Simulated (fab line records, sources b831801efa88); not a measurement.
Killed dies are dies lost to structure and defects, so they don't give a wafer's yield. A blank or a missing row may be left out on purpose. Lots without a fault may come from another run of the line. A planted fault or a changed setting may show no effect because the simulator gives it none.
Which tool did it? | flow sky130 | 13 lots, 39 wafers sampled, at 5 steps of a route of 708

WHAT THE GAUGES READ, wafer by wafer
SKY_VIA1_OVL_MEAS_13.
lot  | measured     | on         | VIA1_OVL (nm)
L718 | day 34 09:38 | overlay-02 | -2 -2 -4
L719 | day 34 20:38 | overlay-02 | 0 -4 -4
L721 | day 35 09:05 | overlay-02 | 3 -2 -7
L722 | day 35 17:11 | overlay-01 | -9 -3 -4
L723 | day 36 07:56 | overlay-02 | 2 7 -3
L724 | day 36 21:30 | overlay-01 | 2 2 -3
L725 | day 37 00:35 | overlay-02 | -6 -6 -7
L726 | day 37 08:11 | overlay-02 | -7 0 -7
L727 | day 37 18:56 | overlay-02 | -7 1 -7
L729 | day 38 08:11 | overlay-01 | 3 8 1
L737 | day 41 00:35 | overlay-01 | 0 1 -2
L738 | day 41 08:08 | overlay-01 | 3 -6 -4
L739 | day 41 10:35 | overlay-02 | -3 0 -6

SKY_VIA2_THK_MEAS_01.
lot  | measured     | on            | VIA2_HDPCVD_THK (nm)
L718 | day 35 15:14 | film_metro-02 | 1179 1164 1183
L719 | day 36 01:53 | film_metro-02 | 1160 1151 1167
L721 | day 36 14:38 | film_metro-01 | 1188 1173 1174
L722 | day 36 22:17 | film_metro-01 | 1171 1179 1189
L723 | day 37 13:59 | film_metro-01 | 1190 1175 1184
L724 | day 38 03:05 | film_metro-01 | 1180 1189 1168
L725 | day 38 05:33 | film_metro-01 | 1178 1186 1162
L726 | day 38 13:13 | film_metro-04 | 1197 1186 1174
L727 | day 39 00:15 | film_metro-02 | 1190 1196 1192
L729 | day 39 12:56 | film_metro-02 | 1197 1180 1184
L737 | day 42 03:14 | film_metro-04 | 1192 571 1150
L738 | day 42 11:16 | film_metro-01 | 1162 1182 597
L739 | day 42 13:26 | film_metro-01 | 1170 612 1170

SKY_VIA2_OVL_MEAS_13.
lot  | measured     | on         | VIA2_OVL (nm)
L718 | day 36 18:33 | overlay-01 | -7 -5 -7
L719 | day 37 05:29 | overlay-01 | 9 2 2
L721 | day 37 18:23 | overlay-01 | -6 -8 -13
L722 | day 38 01:14 | overlay-01 | 1 -16 -14
L723 | day 38 16:51 | overlay-01 | 0 5 3
L724 | day 39 05:43 | overlay-02 | 4 6 1
L725 | day 39 07:47 | overlay-01 | -3 -3 -7
L726 | day 39 15:50 | overlay-02 | 3 2 -3
L727 | day 40 02:02 | overlay-02 | 8 1 -3
L729 | day 40 14:32 | overlay-01 | -2 1 -9
L737 | day 43 03:29 | overlay-01 | 3 4 9
L738 | day 43 11:29 | overlay-01 | 0 2 -2
L739 | day 43 13:05 | overlay-01 | 2 -2 0

WHICH TOOL RAN EACH LOT (tool, then ch and the chambers of the sampled wafers, then the start)
lot  | SKY_METAL1_SPUTTER_03        | SKY_VIA2_HDPCVD_00
L718 | pvd_sputter-04, day 32 00:50 | hdpcvd-01 ch 0,2, day 35 15:06
L719 | pvd_sputter-04, day 32 12:30 | hdpcvd-01 ch 0,1,2, day 36 01:45
L721 | pvd_sputter-01, day 33 01:55 | hdpcvd-02 ch 0,1,2, day 36 14:30
L722 | pvd_sputter-01, day 33 10:54 | hdpcvd-02 ch 0,1, day 36 22:08
L723 | pvd_sputter-04, day 34 00:33 | hdpcvd-01 ch 0,2, day 37 13:50
L724 | pvd_sputter-03, day 34 13:43 | hdpcvd-02 ch 0,1,2, day 38 02:59
L725 | pvd_sputter-03, day 34 17:33 | hdpcvd-01 ch 0,2, day 38 05:25
L726 | pvd_sputter-03, day 34 23:46 | hdpcvd-01 ch 0,1, day 38 13:05
L727 | pvd_sputter-03, day 35 10:33 | hdpcvd-02 ch 0,2, day 39 00:08
L729 | pvd_sputter-01, day 36 01:22 | hdpcvd-01 ch 0,1,2, day 39 12:48
L737 | pvd_sputter-01, day 38 20:49 | hdpcvd-01 ch 0,2, day 42 03:06
L738 | pvd_sputter-03, day 39 04:33 | hdpcvd-01 ch 0,1,2, day 42 11:08
L739 | pvd_sputter-04, day 39 06:55 | hdpcvd-01 ch 0,1,2, day 42 13:18
- SKY_METAL1_SPUTTER_03: material Ti, target thk 5 nm, time 3.3 s.
- SKY_VIA2_HDPCVD_00: deposits SiO2, target thk 1180 nm, time 196.7 s.

WHAT THE TOOLS THEMSELVES READ (means of the sampled wafers that have a number; where no wafer has one, the mark that the record gives instead)
SKY_METAL1_SPUTTER_03.
lot  | tool           | chamber_pressure_pa (Pa) | throttle_valve_pct (%)
L718 | pvd_sputter-04 | 0.4004                   | 29.6
L719 | pvd_sputter-04 | 0.4006                   | 29.7
L721 | pvd_sputter-01 | 0.4000                   | 30.6
L722 | pvd_sputter-01 | 0.4004                   | 30.5
L723 | pvd_sputter-04 | 0.3992                   | 30.3
L724 | pvd_sputter-03 | 0.4003                   | 30.3
L725 | pvd_sputter-03 | 0.4001                   | 30.2
L726 | pvd_sputter-03 | 0.4000                   | 30.3
L727 | pvd_sputter-03 | 0.4004                   | 30.3
L729 | pvd_sputter-01 | 0.4007                   | 30.2
L737 | pvd_sputter-01 | 0.4001                   | 29.5
L738 | pvd_sputter-03 | 0.4004                   | 30.2
L739 | pvd_sputter-04 | 0.4002                   | 29.7

THE ANSWER, worked out from the rows above alone
Rule: what is usual is taken from the lots themselves. Put in order of their means at a reading, lots are off if they are a third of the lots or fewer, leave a main group of 4 or more, and stand apart from it by a gap of 3 or more times the standard deviation of the main group's means; of several such gaps the widest counts. A main group whose means are all the same, to the digits that the tables above print for the reading, isn't used. A lot without any number at a reading at which 4 lots or more have one is off too. The other lots that the step has rows for count as sound. The gauges are gone through in route order, then the tools' own readings, and for those a lot's mean is taken as printed above. The first step at which some lot is off is used, and at that step the reading that is off furthest; a lot without a number counts as furthest.
Off: L737, L738, L739, at SKY_VIA2_THK_MEAS_01 (VIA2_HDPCVD_THK). The main group: mean 1180 nm, standard deviation 8.5.
A tool fits if, at a process step before that reading, it ran every lot that is off, and no sound lot after the first of them. The gauges at SKY_VIA2_THK_MEAS_01 are tried like those tools. One fits: hdpcvd-01 at SKY_VIA2_HDPCVD_00. Its last sound lot is L729 (day 39 12:48), its first lot that is off L737 (day 42 03:06): a fault that began between those two fits.

WHAT THE SIMULATOR HAD PUT IN
Process parameter drift: hdpcvd-01, from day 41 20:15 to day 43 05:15, at SKY_VIA2_HDPCVD_00. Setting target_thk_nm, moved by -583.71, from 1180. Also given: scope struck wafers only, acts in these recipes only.
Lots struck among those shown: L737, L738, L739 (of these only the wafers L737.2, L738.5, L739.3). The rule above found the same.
